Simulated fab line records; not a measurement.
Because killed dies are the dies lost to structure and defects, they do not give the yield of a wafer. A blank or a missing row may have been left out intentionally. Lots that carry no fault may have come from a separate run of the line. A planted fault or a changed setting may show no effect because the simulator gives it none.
Problem report in the 8D (eight disciplines) form, filled by code -- flow gf180mcu -- the parts of the form that need people (team, actions taken, sign-off) are left out

1. WHAT IS WRONG
Across 6 wafers from 2 lots, NWELL_TW at GF_NWELL_TW_MEAS_11 averages 1380, while fault-free wafers read 1559 with a standard deviation of 9. Measured from the usual mean, that is -20 standard deviations.
First seen on wafer L171.2, day 5 23:05, on film-metro-03. Wafers with a number at this step in the record: 39, from 13 lots. By rule, "out" or "out of limits" means more than 4 standard deviations away from the usual mean. Any other wafer with a number is counted as sound.

2. WHAT IT IS, AND WHAT IT ISN'T
question,is,is not
which readings at this step,NWELL_TW,-
which lots,"L171, L173","L160, L161, L164, L165, L168, L170, L175, L176, L177, L180, L182"
which wafers of those lots,all that have a number,-
read on which gauges,"film-metro-01, film-metro-03",film-metro-04
when,from day 5 23:05,"up to then (18 sound wafers); but 15 sound wafers of L175, L176, L177, L180, L182 came after"

3. THE SUSPECTS, EACH WITH WHAT RULES IT OUT
Counting: a tool stays on the suspect list if, at a process step up to the reading, it processed all lots that are out and no sound lot following the first of them.
- the gauge at GF_NWELL_TW_MEAS_11 has been ruled out. The wafers that are out were read on 2 gauges (film-metro-01, film-metro-03).
- implanter-03 at GF_NWELL_IMPLANT_08: kept. It ran every lot that is out, first L171 (day 5 22:43), and no sound lot after that; its last sound lot up to then is L170 (day 5 13:06). On those wafers its own readings are out: dose-ions-cm2, faraday-current-uA.
Left after counting: implanter-03 at GF_NWELL_IMPLANT_08.

4. THE CAUSE (what the simulator had put in)
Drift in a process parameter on implanter-03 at GF_NWELL_IMPLANT_08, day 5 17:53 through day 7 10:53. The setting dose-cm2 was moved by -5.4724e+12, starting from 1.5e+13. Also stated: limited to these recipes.
This tool alone remained once counting was done.

5. THE CHAIN OF EFFECTS, in route order
Rows list readings where the struck wafers' mean (over those with a number) sits beyond 3 standard deviations from the usual. Scope: only readings with a usual standard deviation given in the record; hours: median across lots of the time from each lot's start at the first step in this table that gives one to its start at this step; sigmas: change in usual standard deviations.
hours,step,reading,usual,on struck wafers,change,sigmas
0,GF_NWELL_IMPLANT_08,dose-ions-cm2,1.5001e+13,9.5532e+12,-5.4478e+12,-99 or more
0,GF_NWELL_IMPLANT_08,faraday-current-uA,84.4,53.5,-30.9,-17
0,GF_NWELL_TW_MEAS_11,NWELL_TW,1559,1380,-179,-20
116,GF_VT_IMPLANT_RS_MEAS_47,NWELL_RS,488.0 ohm/sq,619.9,+131.9,+99 or more
Its process steps:
- GF_NWELL_IMPLANT_08
Later steps that measure or inspect, where all struck wafers having a row at the step show a number for every such reading and not one has moved that far: GF_MVSD_OVL_MEAS_07.

6. HOW IT WOULD HAVE BEEN CAUGHT EARLIER
Counted from the fault's start at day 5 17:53, it took 5 hours until the first out-of-limits reading at a measuring or inspecting step in this record, taken at day 5 23:05.
The tool's own readings at GF_NWELL_IMPLANT_08 were out on every struck wafer that the step has a row for (dose-ions-cm2, faraday-current-uA): an alarm limit on them would have fired on the first of those.
L173, from the lots that are out (2), started GF_NWELL_IMPLANT_08 on implanter-03 later than day 5 23:05. A hold on the tool at that time would have spared it.
